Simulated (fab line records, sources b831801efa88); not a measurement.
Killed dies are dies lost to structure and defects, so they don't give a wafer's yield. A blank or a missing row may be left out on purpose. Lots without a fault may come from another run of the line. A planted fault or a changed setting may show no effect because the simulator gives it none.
A struck lot beside a sound one | flow gf180mcu | 42 steps out of a route of 602
Sound: wafers L227.2, L227.4, L227.5. Struck: wafers L234.2, L234.3, L234.5. The cause comes at the end.
At each step with rows: each side's tool, then ch and its chambers, then its first start. Under that, the readings that differ: sound wafers | struck wafers | difference of the means | sigmas: that difference in standard deviations of wafers without a fault.
alike: readings whose means differ by less than 2 such deviations, and words and numbers that are the same on both sides. not compared: withheld readings, readings that some wafer has no value for, bounds like >300 that may hide the same value, and numbers for which the record gives no deviation and whose values overlap.
The two part at a step that has a row with sigmas, a row that says differs or no value, or rows on one side only. Numbers that don't overlap but have no deviation are shown without sigmas and don't part them. A reading that every wafer of one side lacks parts them only if that side has two wafers or more.

first, 2 steps without rows for these wafers: GF_DNWELL_DEVELOP_06 (develop time 60 s); GF_DNWELL_IMPLANT_07.
GF_DNWELL_STRIP_08: strips in O2/N2.
  sound on plasma_asher-04 ch 0, day 3 10:09; struck on plasma_asher-01 ch 0,1, day 5 00:23
  alike: drypump_motor_current_A, heater_power_w, oes_product_au, strip_time_to_endpoint_s
  not compared: rf_hours_counter_h
GF_DNWELL_TW_MEAS_09:
  sound on film_metro-01, day 3 10:16; struck on film_metro-01, day 5 00:30
  alike: DNWELL_TW
then, 7 steps without rows for these wafers: GF_NWELL_DEHYDRATE_00 (time 60 s); GF_NWELL_HMDS_01 (prime time 60 s); GF_NWELL_COAT_02 (resist thk 3000 nm); GF_NWELL_SOFTBAKE_03; GF_NWELL_EXPOSE_04 (exposes mask Nwell, target cd 860 nm); GF_NWELL_PEB_05; GF_NWELL_DEVELOP_06 (develop time 60 s).
GF_NWELL_OVL_MEAS_07:
  sound on overlay-02, day 3 23:03; struck on overlay-01, day 5 14:16
  alike: NWELL_OVL
GF_NWELL_IMPLANT_08:
  sound on implanter-04 ch 0, day 3 23:07; struck on implanter-01 ch 0, day 5 14:19
  reading            | sound                            | struck                           | difference  | sigmas
  dose_ions_cm2      | 1.5005e+13 1.4994e+13 1.4982e+13 | 1.0311e+13 1.0315e+13 1.0296e+13 | -4.6863e+12 | -99 or more
  faraday_current_uA | 83.5 85.6 87.6                   | 58.6 57.6 57.9                   | -27.5       | -15
then, 1 step without rows for these wafers: GF_NWELL_IMPLANT_09.
GF_NWELL_STRIP_10: strips in O2/N2.
  sound on plasma_asher-02 ch 0, day 3 23:23; struck on plasma_asher-03 ch 1, day 5 14:36
  alike: drypump_motor_current_A, heater_power_w, oes_product_au, strip_time_to_endpoint_s
  not compared: rf_hours_counter_h
GF_NWELL_TW_MEAS_11:
  sound on film_metro-03, day 3 23:29; struck on film_metro-04, day 5 14:56
  reading  | sound          | struck         | difference | sigmas
  NWELL_TW | 1555 1555 1559 | 1435 1436 1439 | -120       | -9
  not compared: hold
then, 6 steps without rows for these wafers: GF_LVPWELL_HMDS_01 (prime time 60 s); GF_LVPWELL_COAT_02 (resist thk 3000 nm); GF_LVPWELL_SOFTBAKE_03; GF_LVPWELL_EXPOSE_04 (exposes mask LVPWELL, target cd 600 nm); GF_LVPWELL_PEB_05; GF_LVPWELL_DEVELOP_06 (develop time 60 s).
GF_LVPWELL_OVL_MEAS_07:
  sound on overlay-02, day 4 12:54; struck on overlay-02, day 6 04:15
  alike: LVPWELL_OVL
then, 2 steps without rows for these wafers: GF_LVPWELL_IMPLANT_08; GF_LVPWELL_IMPLANT_09.
GF_LVPWELL_STRIP_10: strips in O2/N2.
  sound on plasma_asher-01 ch 0,1, day 4 13:14; struck on plasma_asher-02 ch 0,1, day 6 04:35
  alike: drypump_motor_current_A, heater_power_w, oes_product_au, strip_time_to_endpoint_s
  not compared: rf_hours_counter_h
GF_LVPWELL_TW_MEAS_11:
  sound on film_metro-04, day 4 13:20; struck on film_metro-03, day 6 04:41
  alike: LVPWELL_TW
then, 7 steps without rows for these wafers: GF_MVSD_DEHYDRATE_00 (time 60 s); GF_MVSD_HMDS_01 (prime time 60 s); GF_MVSD_COAT_02 (resist thk 3000 nm); GF_MVSD_SOFTBAKE_03; GF_MVSD_EXPOSE_04 (exposes mask MVSD, target cd 1000 nm); GF_MVSD_PEB_05; GF_MVSD_DEVELOP_06 (develop time 60 s).
GF_MVSD_OVL_MEAS_07:
  sound on overlay-02, day 5 02:32; struck on overlay-01, day 6 19:07
  alike: MVSD_OVL
then, 2 steps without rows for these wafers: GF_MVSD_IMPLANT_08; GF_MVSD_IMPLANT_09.
GF_MVSD_STRIP_10: strips in O2/N2.
  sound on plasma_asher-02 ch 1, day 5 02:52; struck on plasma_asher-02 ch 0,1, day 6 19:27
  alike: drypump_motor_current_A, heater_power_w, oes_product_au, strip_time_to_endpoint_s
  not compared: rf_hours_counter_h
GF_MVSD_TW_MEAS_11:
  sound on film_metro-03, day 5 02:59; struck on film_metro-04, day 6 19:34
  reading | sound          | struck         | difference | sigmas
  MVSD_TW | 1556 1564 1560 | 1602 1601 1598 | +40        | +3
then, 2 steps without rows for these wafers: GF_MVPSD_DEHYDRATE_00 (time 60 s); GF_MVPSD_HMDS_01 (prime time 60 s).
-- the record jumps here: 4 days lie between the struck wafers' starts before and after --
GF_VT_IMPLANT_RS_MEAS_47: measures by four-point-probe.
  sound on film_metro-02, day 8 05:38; struck on film_metro-03, day 10 08:11
  reading           | sound             | struck            | difference | sigmas
  NWELL_RS (ohm/sq) | 488.1 488.1 488.2 | 592.6 593.7 593.6 | +105.2     | +81
  not compared: hold

WHERE THEY PART
First at GF_NWELL_IMPLANT_08; last, within this record, at GF_VT_IMPLANT_RS_MEAS_47.

WHY: what the simulator had put in
Process parameter drift: implanter-01, from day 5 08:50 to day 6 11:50, at GF_NWELL_IMPLANT_08. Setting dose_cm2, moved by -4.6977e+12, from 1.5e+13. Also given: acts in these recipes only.
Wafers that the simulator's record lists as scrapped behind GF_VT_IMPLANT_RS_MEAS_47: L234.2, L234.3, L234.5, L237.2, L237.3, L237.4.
